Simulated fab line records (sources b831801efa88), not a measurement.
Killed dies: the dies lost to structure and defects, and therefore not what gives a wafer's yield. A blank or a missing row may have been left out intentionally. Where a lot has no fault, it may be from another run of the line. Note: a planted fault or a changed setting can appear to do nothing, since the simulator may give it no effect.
fab line records | flow sfqLine | part 2 of 2: steps 26 to 35 of 35
record lots=5 wafers=15 lastDay=86
route steps=325 shown I4@176 JJ@178 M5@198 A5B@209
lots that met no fault: taken from a fault-free run of the same line
startH: hours from the record's opening day to when the first of the lot's shown wafers began | waitH: hours from the lot's prior step to this one | " repeats the value in the row above | L1.1+2: several wafers, shown together as one row | - no value, or no start was given | * or withheld: withheld | < > ~ a bound
route shown NAME@n: a module of which the file shows steps, and the number in the route of the first | usual: mean/standard deviation taken from wafers without a fault | same: alike in all rows | chamber/n: place in a boat | sites: each site's reading | _std_site: standard deviation of those values | _edge_site: outer sites' mean less inner sites' | radiusMm: how far each site lies from the wafer's centre | mask NAME#n: copy n | behind: the tool/chamber that last shaped the wafer | hold: the reason the lot was held/the length of the hold in hours/how it ended | device: the n, p or np transistor that did not switch | end of line: the same wafers' tests at the end of the route | step lacking rows: just its recipe | killed: the dies lost at the first sort to structure and to defects; this is not the yield of the wafer | map: a wafer's dies, x killed, . not, _ none there
set.NAME: the setting as run; set.NAME@STEP: as run at that earlier step | model.NAME: the simulator's own value behind a step, which no gauge read
certain route steps with their lots: each step a table, each wafer a row
services: when a tool's chamber went out of use (startH, in hours from the record's first day, below 0 if earlier), for how many hours, and the reason
## steps
# step SFQ_TRILAYER_M5_LITHO_PEB_126
# recipe pebTempC=115 pebTimeS=60 resist=KrF
# usual exhaustPa=45.0/1 plateTempC=115.00/0.13
# columns lot.wafer tool chamber startH waitH exhaustPa plateTempC
L078.4 lithoTrack-03 0 1418.21 0.7 45.0 115.02
L078.5 " 0 " " 46.2 115.08
L078.6 " 0 " " 44.9 114.90
L081.3 lithoTrack-01 0 1546.47 0.7 46.3 115.26
L081.4 " 0 " " 45.6 115.06
L081.5 " 0 " " 46.1 114.94
L083.1 lithoTrack-02 0 1553.62 1.0 46.7 115.12
L083.2 " 0 " " 46.4 114.86
L083.5 " 0 " " 44.8 115.02
L086.1 lithoTrack-03 0 1565.62 1.0 45.0 114.78
L086.2 " 0 " " 44.2 115.19
L086.3 " 0 " " 44.4 115.00
L092.1 lithoTrack-01 0 1634.14 1.0 44.4 114.79
L092.4 " 0 " " 45.3 114.96
L092.5 " 0 " " 42.0 115.22
# step SFQ_TRILAYER_M5_LITHO_DEVELOP_125
# recipe timeS=60 resist=KrF
# usual exhaustPa=44.9/0.82
# same timeS=60
# columns lot.wafer tool chamber startH waitH exhaustPa
L078.4 lithoTrack-03 0 1418.36 0.1 45.4
L078.5 " 0 " " 45.9
L078.6 " 0 " " 44.3
L081.3 lithoTrack-01 0 1546.62 0.1 45.4
L081.4 " 0 " " 45.3
L081.5 " 0 " " 43.8
L083.1 lithoTrack-02 0 1553.77 0.1 44.6
L083.2 " 0 " " 44.3
L083.5 " 0 " " 44.9
L086.1 lithoTrack-03 0 1565.77 0.1 45.5
L086.2 " 0 " " 45.3
L086.3 " 0 " " 44.0
L092.1 lithoTrack-01 0 1634.29 0.1 43.5
L092.4 " 0 " " 45.6
L092.5 " 0 " " 44.7
# step SFQ_M5_OVL_MEAS_932
# usual M5_OVL=2/4.7
# columns lot.wafer tool chamber startH waitH M5_OVL[nm]
L078.4 overlay-01 - 1418.46 0.1 5
L078.5 " - " " 2
L078.6 " - " " 0
L081.3 overlay-01 - 1546.73 0.1 4
L081.4 " - " " 6
L081.5 " - " " 2
L083.1 overlay-02 - 1553.92 0.1 4
L083.2 " - " " 10
L083.5 " - " " 6
L086.1 overlay-02 - 1565.92 0.1 10
L086.2 " - " " 4
L086.3 " - " " 2
L092.1 overlay-01 - 1634.44 0.1 -1
L092.4 " - " " -3
L092.5 " - " " -1
# step SFQ_TRILAYER_M5_BARC_OPEN_METAL_ETCH_161
# recipe maskMaterial=PR chemistry=O2 targetDepthNm=125 target=BARC icpW=600 biasW=80 pressureMtorr=10 timeS=41.7
# usual drypumpMotorCurrentA=6.0/0.34 oesProductAu=0.685/0.0049
# same timeS=41.7
# columns lot.wafer tool chamber startH waitH drypumpMotorCurrentA oesProductAu rfHoursCounterH
L078.4 rieMetal-03 0 1418.50 0.0 6.4 0.681 -
L078.5 " 0 " " 6.4 0.689 -
L078.6 " 1 " " 6.0 0.690 -
L081.3 rieMetal-03 0 1546.77 0.0 6.5 0.683 -
L081.4 " 1 " " 6.0 0.683 -
L081.5 " 0 " " 6.4 0.690 -
L083.1 rieMetal-02 1 1553.95 0.0 5.4 0.685 30
L083.2 " 0 " " 5.7 0.680 108
L083.5 " 0 " " 5.8 0.680 -
L086.1 rieMetal-04 1 1565.95 0.0 5.9 0.690 97
L086.2 " 0 " " 5.8 0.687 107
L086.3 " 0 " " 5.8 0.684 -
L092.1 rieMetal-03 0 1634.48 0.0 6.4 0.683 16
L092.4 " 1 " " 6.0 0.692 -
L092.5 " 1 " " 6.0 0.677 -
# step SFQ_TRILAYER_M5_ETCH_METAL_ETCH_126
# recipe target=Nb stopOn=SiO2 maskMaterial=PR overEtchFrac=0.15 timeS=203.2 chemistry=Cl2/BCl3 targetDepthNm=265 icpW=600 biasW=80 pressureMtorr=10
# usual drypumpMotorCurrentA=6.0/0.35 oesProductAu=0.731/0.0055
# same timeS=203.2
# columns lot.wafer tool chamber startH waitH drypumpMotorCurrentA oesProductAu rfHoursCounterH
L078.4 rieMetal-03 0 1418.60 0.1 6.5 0.719 -
L078.5 " 0 " " 6.4 0.725 -
L078.6 " 1 " " 6.0 0.728 -
L081.3 rieMetal-03 0 1546.88 0.1 6.5 0.739 -
L081.4 " 1 " " 6.0 0.736 -
L081.5 " 0 " " 6.4 0.733 -
L083.1 rieMetal-02 1 1554.01 0.0 5.4 0.724 30
L083.2 " 0 " " 5.7 0.733 108
L083.5 " 0 " " 5.7 0.731 -
L086.1 rieMetal-04 1 1566.01 0.0 6.0 0.732 97
L086.2 " 0 " " 5.8 0.728 107
L086.3 " 0 " " 5.8 0.731 -
L092.1 rieMetal-03 0 1634.54 0.0 6.5 0.741 16
L092.4 " 1 " " 6.0 0.733 -
L092.5 " 1 " " 6.0 0.736 -
# step SFQ_TRILAYER_M5_STRIP_STRIP_127
# recipe gas=O2 powerW=200 platenTempC=40 overashFraction=0.65 chemistry=O2 pressureMtorr=50
# usual drypumpMotorCurrentA=6.0/0.35 oesProductAu=0.999/0.0082
# columns lot.wafer tool chamber startH waitH drypumpMotorCurrentA oesProductAu rfHoursCounterH
L078.4 rieMetal-03 0 1418.93 0.3 6.5 0.990 -
L078.5 " 0 " " 6.4 0.986 -
L078.6 " 1 " " 6.0 1.004 -
L081.3 rieMetal-03 0 1547.21 0.3 6.4 1.007 -
L081.4 " 1 " " 6.0 0.999 -
L081.5 " 0 " " 6.5 1.001 -
L083.1 rieMetal-02 1 1554.21 0.1 5.4 1.007 30
L083.2 " 0 " " 5.7 1.003 109
L083.5 " 0 " " 5.7 0.999 -
L086.1 rieMetal-04 1 1566.21 0.1 5.9 1.003 97
L086.2 " 0 " " 5.8 0.985 108
L086.3 " 0 " " 5.8 0.996 -
L092.1 rieMetal-03 0 1634.73 0.1 6.5 0.981 16
L092.4 " 1 " " 6.0 1.000 -
L092.5 " 1 " " 6.0 0.996 -
# step SFQ_TRILAYER_M5_STRIP_SOLV_CLEAN_128
# recipe chemistry=NMP tempC=70 timeS=600
# same timeS=600
# columns lot.wafer tool chamber startH waitH
L078.4+5+6 wetBench-03 7,5,0 1419.33 0.2
L081.3+4+5 wetBench-04 3,1,2 1547.61 0.2
L083.1+2+5 wetBench-02 4,6,3 1554.81 0.4
L086.1+2+3 wetBench-04 0,2,1 1566.81 0.4
L092.1+4+5 wetBench-03 3,4,5 1635.33 0.4
# step SFQ_TRILAYER_A5B_DEP_PECVD_129
# recipe material=SiO2 tempC=150 timeS=133.33 pressureTorr=2.4 rfW=183.3 precursor=SiH4/N2O targetThkNm=600
# usual heaterPowerOuterW=27/8.3 heaterPowerW=79/13 throttleValvePct=25.0/1.4
# same timeS=133.33
# columns lot.wafer tool chamber startH waitH heaterPowerOuterW heaterPowerW throttleValvePct
L078.4 pecvd-03 2 1419.55 0.0 14 62 27.0
L078.5 " 0 " " 31 85 24.1
L078.6 " 1 " " 31 75 25.3
L081.3 pecvd-03 0 1547.83 0.0 37 93 24.3
L081.4 " 2 " " 20 69 27.0
L081.5 " 2 " " 22 72 27.2
L083.1 pecvd-03 1 1554.98 0.0 31 75 25.7
L083.2 " 2 " " 21 70 26.9
L083.5 " 1 " " 34 78 25.6
L086.1 pecvd-02 0 1566.98 0.0 31 81 24.7
L086.2 " 1 " " 15 60 27.4
L086.3 " 2 " " 26 79 23.9
L092.1 pecvd-03 0 1635.51 0.0 27 82 24.7
L092.4 " 1 " " 36 83 26.1
L092.5 " 2 " " 19 66 27.3
# step SFQ_TRILAYER_A5B_CMP_CMP_130
# recipe stopOn=Nb downForcePsi=3 platenRpm=60 targetThkNm=340.7
# usual motorCurrentA=10.1/1 platenRpm=60.00/0.039
# columns lot.wafer tool chamber startH waitH motorCurrentA platenRpm
L078.4 cmp-01 3 1438.23 18.6 11.7 59.97
L078.6 " 1 1439.23 19.6 8.8 60.01
L078.5 " 2 " " 10.0 59.98
L081.4 cmp-01 0 1551.72 3.8 11.0 60.00
L081.3 " 1 " " 8.4 60.01
L081.5 " 1 1554.22 6.3 8.8 59.96
L083.2 cmp-01 3 1561.22 6.2 11.4 60.04
L083.1 " 1 1562.22 7.2 8.9 60.00
L083.5 " 3 1563.22 8.1 12.0 59.99
L086.2 cmp-01 2 1570.22 3.2 10.4 60.06
L086.3 " 3 " " 11.4 60.05
L086.1 " 0 " " 10.9 59.99
L092.1 cmp-01 1 1635.60 0.0 8.1 59.95
L092.4 " 3 1636.60 1.0 11.4 60.03
L092.5 " 1 1637.60 2.0 8.7 59.98
# step SFQ_TRILAYER_A5B_METRO_MEASURE_131
# usual thkNm=341/5.2
# columns lot.wafer tool chamber startH waitH thkNm
L078.4 filmMetro-02 - 1440.83 2.1 336
L078.5 " - " " 332
L078.6 " - " " 333
L081.3 filmMetro-02 - 1555.12 2.4 343
L081.4 " - " " 341
L081.5 " - " " 345
L083.1 filmMetro-02 - 1563.72 1.0 344
L083.2 " - " " 346
L083.5 " - " " 344
L086.1 filmMetro-02 - 1572.72 1.0 338
L086.2 " - " " 337
L086.3 " - " " 340
L092.1 filmMetro-04 - 1638.60 2.5 343
L092.4 " - " " 347
L092.5 " - " " 342
## services
# columns tool chamber startH hours kind
rieMetal-02 - 1249.84 0.1 repair
cmp-01 - 1257.50 4.0 pm
pvdSputter-05 - 1257.96 4.9 repair
krfScanner-02 - 1285.87 3.6 pm
krfScanner-02 - 1343.43 0.8 pm
rieMetal-03 - 1343.90 2.8 pm
krfScanner-02 - 1365.16 1.0 pm
rieMetal-04 - 1391.62 0.8 repair
rieMetal-03 1 1395.10 15.7 repair
krfScanner-02 - 1396.19 1.3 pm
pvdSputter-03 - 1396.25 52.7 repair
pvdSputter-03 - 1420.82 2.1 repair
rieMetal-03 - 1433.80 28.1 pm
pvdSputter-03 - 1447.87 12.4 repair
wetBench-03 - 1470.58 1.9 repair
krfScanner-02 - 1512.69 0.8 pm
krfScanner-02 - 1533.53 1.0 pm
rieMetal-03 1 1563.29 23.9 repair
wetBench-03 - 1572.34 6.5 repair
krfScanner-02 - 1572.42 1.3 pm
krfScanner-02 - 1573.72 4.0 pm
rieMetal-03 - 1615.64 0.7 repair
pvdSputter-03 - 1618.36 1.1 repair
pvdSputter-03 - 1632.62 2.6 repair
